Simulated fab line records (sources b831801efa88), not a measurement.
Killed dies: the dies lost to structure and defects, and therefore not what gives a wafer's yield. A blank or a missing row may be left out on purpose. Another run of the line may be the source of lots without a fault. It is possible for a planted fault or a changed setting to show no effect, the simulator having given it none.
The tool behind it: which one?    flow sky130    6 lots with 18 wafers sampled at 2 steps, on a route of 708 steps

WHAT EACH GAUGE READ, for each wafer
SKY_LDD_HVP_OVL_MEAS_07.
lot   measured      on          LDD_HVP_OVL (nm)
L297  day 22 06:33  overlay-02  -3.1 -2.6 -3.4
L300  day 23 08:20  overlay-02  -2.2 -1.1 -0.9
L303  day 24 22:06  overlay-02  - - -
L314  day 28 13:26  overlay-02  0.8 -0.5 0.3
L316  day 28 21:38  overlay-02  -2.3 -1.7 -0.6
L318  day 29 09:53  overlay-01  -1.5 -2.6 0.6

WHAT TOOL EACH LOT RAN ON (gives the tool, then ch and the chambers of the sampled wafers, and finally the start)
lot   SKY_LDD_HVP_COAT_02
L297  litho-track-02 ch 0, day 21 14:10
L300  litho-track-02 ch 0, day 22 16:53
L303  litho-track-02, day 24 06:10
L314  litho-track-03 ch 0, day 27 22:23
L316  litho-track-02 ch 0, day 28 07:10
L318  litho-track-02 ch 0, day 28 20:07
- SKY_LDD_HVP_COAT_02: resist thk 300 nm.

THE ANSWER, worked out from the rows above alone
Rule: the lots themselves supply what counts as usual. Put in order of their means at a reading, lots are off if they are a third of the lots or fewer, leave a main group of 4 or more, and stand apart from it by a gap of 3 or more times the standard deviation of the main group's means; of several such gaps the widest counts. Not used: any main group whose means are identical at the precision the tables above print for the reading. A lot without any number at a reading at which 4 lots or more have one is off too. Where the step has rows for the other lots, those lots are counted as sound.
Off: L303, seen at SKY_LDD_HVP_OVL_MEAS_07 (LDD_HVP_OVL). Without a number there: L303. Mean -1.4 nm and standard deviation 1 in the main group.
If a tool, at a process step before that reading, ran all the lots that are off and no sound lot after the first of them, it fits. Those tools and the gauges at SKY_LDD_HVP_OVL_MEAS_07 are tried in the same way. None of those tried fits.

WHAT HAD BEEN PUT IN BY THE SIMULATOR
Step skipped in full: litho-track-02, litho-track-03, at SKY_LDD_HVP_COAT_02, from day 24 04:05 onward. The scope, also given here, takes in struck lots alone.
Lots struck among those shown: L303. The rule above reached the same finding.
